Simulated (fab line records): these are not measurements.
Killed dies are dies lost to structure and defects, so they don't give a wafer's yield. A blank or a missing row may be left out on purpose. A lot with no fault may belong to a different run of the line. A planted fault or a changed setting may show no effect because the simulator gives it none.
Check for tools in common ; flow sky130 ; Lots sampled 13, wafers sampled 39

== WHY THIS WAS OPENED ==
Of 13 lots, 2 have the reading VT_ADJUST_NCORE_TW flagged at SKY_VT_ADJUST_NCORE_TW_MEAS_11. Fault-free wafers read 217.6, with a standard deviation of 1.6.
Rule: flag the lot when none of its wafers has a number, or when each of its wafers that has one lies beyond 4 standard deviations from that mean. The rest of the lots are taken to be sound.

lot;measured;on;VT_ADJUST_NCORE_TW, wafer by wafer;flag
L173;day 8 18:22;film metro-03;216.5 216.6 216.7;
L174;day 8 23:18;film metro-03;216.0 216.0 216.9;
L180;day 10 18:11;film metro-02;217.3 216.3 217.2;
L181;day 11 01:39;film metro-01;237.1 238.2 237.0;FLAGGED
L183;day 11 12:35;film metro-01;238.1 238.1 239.1;FLAGGED
L188;day 13 00:44;film metro-03;216.7 215.4 217.0;
L190;day 13 11:40;film metro-02;216.5 216.8 217.9;
L191;day 13 19:53;film metro-02;218.0 217.0 217.9;
L192;day 14 02:22;film metro-01;220.3 222.2 220.9;
L193;day 14 09:17;film metro-03;217.0 216.8 216.7;
L194;day 14 17:11;film metro-03;215.8 216.3 216.0;
L195;day 14 23:25;film metro-01;221.4 220.3 219.0;
L196;day 15 02:17;film metro-03;216.9 216.5 216.1;
The numbers of the flagged lots are 237.9 on average: +20.3 against the usual, or +13 standard deviations.

== EACH LOT AND THE TOOL IT RAN ON ==
The record keeps 1 process step preceding the reading, out of 708 steps on the route. Read each cell as the tool, then ch plus the chambers that the sampled wafers visited, then the start.
lot;flag;SKY_VT_ADJUST_NCORE_IMPLANT_09
L173;;implanter-02 ch 0, day 8 18:07
L174;;implanter-02 ch 0, day 8 23:04
L180;;implanter-02 ch 0, day 10 17:56
L181;FLAGGED;implanter-02 ch 0, day 11 01:25
L183;FLAGGED;implanter-02 ch 0, day 11 12:22
L188;;implanter-03 ch 0, day 13 00:31
L190;;implanter-03 ch 0, day 13 11:25
L191;;implanter-03 ch 0, day 13 19:39
L192;;implanter-03 ch 0, day 14 02:07
L193;;implanter-03 ch 0, day 14 09:03
L194;;implanter-03 ch 0, day 14 16:56
L195;;implanter-03 ch 0, day 14 23:10
L196;;implanter-01 ch 0, day 15 02:02
These steps, and what they do:
- SKY_VT_ADJUST_NCORE_IMPLANT_09
- SKY_VT_ADJUST_NCORE_TW_MEAS_11

== FLAGGED AGAINST TOTAL, ONE TOOL AT A TIME (gauges that did the reading follow at the end) ==
step;tool;lots run;flagged;share of the flagged lots;sound lots run after its first flagged lot
SKY_VT_ADJUST_NCORE_IMPLANT_09;implanter-01;1;0;none;-
SKY_VT_ADJUST_NCORE_IMPLANT_09;implanter-02;5;2;all;0
SKY_VT_ADJUST_NCORE_IMPLANT_09;implanter-03;7;0;none;-
SKY_VT_ADJUST_NCORE_TW_MEAS_11;film metro-01;4;2;all;2 (L192,L195)
SKY_VT_ADJUST_NCORE_TW_MEAS_11;film metro-02;3;0;none;-
SKY_VT_ADJUST_NCORE_TW_MEAS_11;film metro-03;6;0;none;-

== WHAT IS ALLOWED BY THE TABLE ==
Every flagged lot went through 2 rows of the table: implanter-02 at SKY_VT_ADJUST_NCORE_IMPLANT_09 and film metro-01 at SKY_VT_ADJUST_NCORE_TW_MEAS_11.
- implanter-02 at SKY_VT_ADJUST_NCORE_IMPLANT_09 ran 5 lots, 2 of them flagged. It ran its last sound lot, L180, at day 10 17:56 and its first flagged lot, L181, at day 11 01:25: a fault with its onset between the two fits. Its own readings (beam energy keV) fall more than 4 standard deviations out on all wafers of the flagged lots.
- film metro-01 at SKY_VT_ADJUST_NCORE_TW_MEAS_11 ran 4 lots, 2 of them flagged. Sound lots ran on it after the first flagged one (L192, L195), which a lasting fault on the whole tool wouldn't allow.
Just one tool remains: implanter-02 at SKY_VT_ADJUST_NCORE_IMPLANT_09.

== WHAT HAD BEEN PUT IN BY THE SIMULATOR ==
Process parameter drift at SKY_VT_ADJUST_NCORE_IMPLANT_09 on implanter-02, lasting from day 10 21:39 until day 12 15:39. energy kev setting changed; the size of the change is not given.
Struck lots among those shown: L181, L183. The rule above found the same.
